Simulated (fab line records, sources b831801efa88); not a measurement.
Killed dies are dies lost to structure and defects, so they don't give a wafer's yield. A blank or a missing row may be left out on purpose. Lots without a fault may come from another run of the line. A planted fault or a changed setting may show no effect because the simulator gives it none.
Which tool did it? | flow sky130 | 10 lots, 30 wafers sampled, at 1 step of a route of 708

WHAT THE GAUGES READ, wafer by wafer
SKY_METAL1_RS_MEAS_05: measures by four-point-probe.
lot  | measured     | on            | METAL1_ALCU_RS (ohm/sq)
L528 | day 31 15:42 | film_metro-04 | 0.1284 0.1264 0.1258
L529 | day 31 19:11 | film_metro-01 | 0.1248 0.1267 0.1265
L530 | day 32 11:53 | film_metro-01 | 0.1259 0.1264 0.1274
L531 | day 33 00:42 | film_metro-04 | 0.1252 0.1266 0.1274
L537 | day 34 21:50 | film_metro-01 | 0.1282 0.1285 0.1280
L538 | day 35 05:14 | film_metro-03 | 0.1274 0.1267 0.1267
L541 | day 36 06:11 | film_metro-01 | 0.1254 0.1252 0.1254
L543 | day 37 03:25 | film_metro-03 | 0.1273 0.1273 0.1270
L546 | day 37 16:53 | film_metro-01 | 0.1261 0.1265 0.1252
L551 | day 38 22:14 | film_metro-01 | 0.1279 0.1275 0.1276

WHICH TOOL RAN EACH LOT (tool, then ch and the chambers of the sampled wafers, then the start)
The record holds no process step before these readings.

THE ANSWER, worked out from the rows above alone
Rule: what is usual is taken from the lots themselves. Put in order of their means at a reading, lots are off if they are a third of the lots or fewer, leave a main group of 4 or more, and stand apart from it by a gap of 3 or more times the standard deviation of the main group's means; of several such gaps the widest counts. A main group whose means are all the same, to the digits that the tables above print for the reading, isn't used. A lot without any number at a reading at which 4 lots or more have one is off too. The other lots that the step has rows for count as sound.
No lot is off at any reading shown: from this, nothing can be told.

WHAT THE SIMULATOR HAD PUT IN
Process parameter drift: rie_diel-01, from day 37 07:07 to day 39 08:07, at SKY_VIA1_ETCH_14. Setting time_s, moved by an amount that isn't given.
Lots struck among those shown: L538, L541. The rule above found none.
